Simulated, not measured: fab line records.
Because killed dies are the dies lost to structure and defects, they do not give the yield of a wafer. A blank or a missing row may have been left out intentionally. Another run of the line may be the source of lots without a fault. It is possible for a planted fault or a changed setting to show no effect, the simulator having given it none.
Which tool did it?    flow gf180mcu    at 1 step of a route of 602, 7 lots with 21 wafers sampled

WHAT EACH GAUGE READ, for each wafer
GF_VT_IMPLANT_TW_MEAS_21.
lot   measured      on             VT_IMPLANT_2_TW
L159  day 6 14:56   film-metro-04  1232 1232 1224
L161  day 7 01:25   film-metro-04  1232 1232 1239
L164  day 7 19:47   film-metro-01  1233 1237 1244
L169  day 9 05:25   film-metro-01  1237 1237 1239
L171  day 9 15:19   film-metro-01  1233 1233 1237
L179  day 12 02:47  film-metro-04  1225 1236 1226
L181  day 12 16:07  film-metro-04  1222 1224 1231

WHAT TOOL EACH LOT RAN ON (gives the tool, then ch and the chambers of the sampled wafers, and finally the start)
The record holds no process step before these readings.

THE ANSWER, worked out from the rows above alone
Rule: usual is defined by the lots themselves. Put in order of their means at a reading, lots are off if they are a third of the lots or fewer, leave a main group of 4 or more, and stand apart from it by a gap of 3 or more times the standard deviation of the main group's means; of several such gaps the widest counts. A main group is skipped when, at the precision printed for the reading in the tables above, its means are all equal. Also off: a lot with no number at a reading for which 4 or more lots have one. Where the step has rows for the other lots, those lots are counted as sound.
No lot is off on any of the readings shown, so nothing can be concluded from this.

WHAT WAS PUT IN BY THE SIMULATOR
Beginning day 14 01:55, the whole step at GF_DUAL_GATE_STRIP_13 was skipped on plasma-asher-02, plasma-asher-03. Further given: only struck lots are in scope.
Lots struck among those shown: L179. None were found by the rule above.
